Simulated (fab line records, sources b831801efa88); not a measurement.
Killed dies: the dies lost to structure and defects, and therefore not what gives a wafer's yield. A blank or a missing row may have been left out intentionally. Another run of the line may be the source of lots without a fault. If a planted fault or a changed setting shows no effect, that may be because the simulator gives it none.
Which of the tools did it? / flow gf180mcu / 18 wafers from 6 lots sampled at 2 of the route's 602 steps

== WHAT EACH GAUGE READ, for each wafer ==
GF_STI_THK_MEAS_24.
lot=L522; measured=day 2 13:49; on=filmMetro-03; STI_CVD_23_THK (nm)=647 635 642
lot=L526; measured=day 3 09:59; on=filmMetro-02; STI_CVD_23_THK (nm)=648 649 642
lot=L528; measured=day 3 20:56; on=filmMetro-04; STI_CVD_23_THK (nm)=647 652 652
lot=L530; measured=day 4 08:19; on=filmMetro-04; STI_CVD_23_THK (nm)=642 654 634
lot=L532; measured=day 4 17:23; on=filmMetro-04; STI_CVD_23_THK (nm)=648 644 650
lot=L536; measured=day 5 13:49; on=filmMetro-03; STI_CVD_23_THK (nm)=495 480 491 495 481 491

== WHICH TOOL RAN EACH LOT (tool, then ch and the chambers of the sampled wafers, then the start) ==
lot=L522; GF_STI_CVD_23=hdpcvd-02 ch 0, day 2 13:42
lot=L526; GF_STI_CVD_23=hdpcvd-02 ch 0,2, day 3 09:53
lot=L528; GF_STI_CVD_23=hdpcvd-01 ch 0,2, day 3 20:50
lot=L530; GF_STI_CVD_23=hdpcvd-01 ch 0,1, day 4 08:14
lot=L532; GF_STI_CVD_23=hdpcvd-02 ch 0,2, day 4 17:18
lot=L536; GF_STI_CVD_23=hdpcvd-02 ch 0,1,2, day 5 13:44
- GF_STI_CVD_23: deposits SiO2, target thk 650 nm, time 108.3 s.

== THE ANSWER, worked out from the rows above alone ==
Rule: what is usual is taken from the lots themselves. The widest of any qualifying gaps counts: lots, ordered by their means at a reading, are off when they make up no more than a third of the lots, leave a main group of 4 or more, and stand apart from it by 3 or more times the standard deviation of that group's means. The tables above print the reading to a certain number of digits; a main group whose means all agree to those digits is not used. Also off: a lot with no number at a reading for which 4 or more lots have one. Where the step has rows for the other lots, those lots are counted as sound.
Off: L536, at GF_STI_THK_MEAS_24 (STI_CVD_23_THK). The main group has a mean of 646 nm with a standard deviation of 3.1.
If a tool, at a process step before that reading, ran all the lots that are off and no sound lot after the first of them, it fits. The gauges at GF_STI_THK_MEAS_24 are tried like those tools. 2 tools fit, hdpcvd-02 at GF_STI_CVD_23 and filmMetro-03 at GF_STI_THK_MEAS_24, so this cannot tell which one it is.

== WHAT WAS PUT IN BY THE SIMULATOR ==
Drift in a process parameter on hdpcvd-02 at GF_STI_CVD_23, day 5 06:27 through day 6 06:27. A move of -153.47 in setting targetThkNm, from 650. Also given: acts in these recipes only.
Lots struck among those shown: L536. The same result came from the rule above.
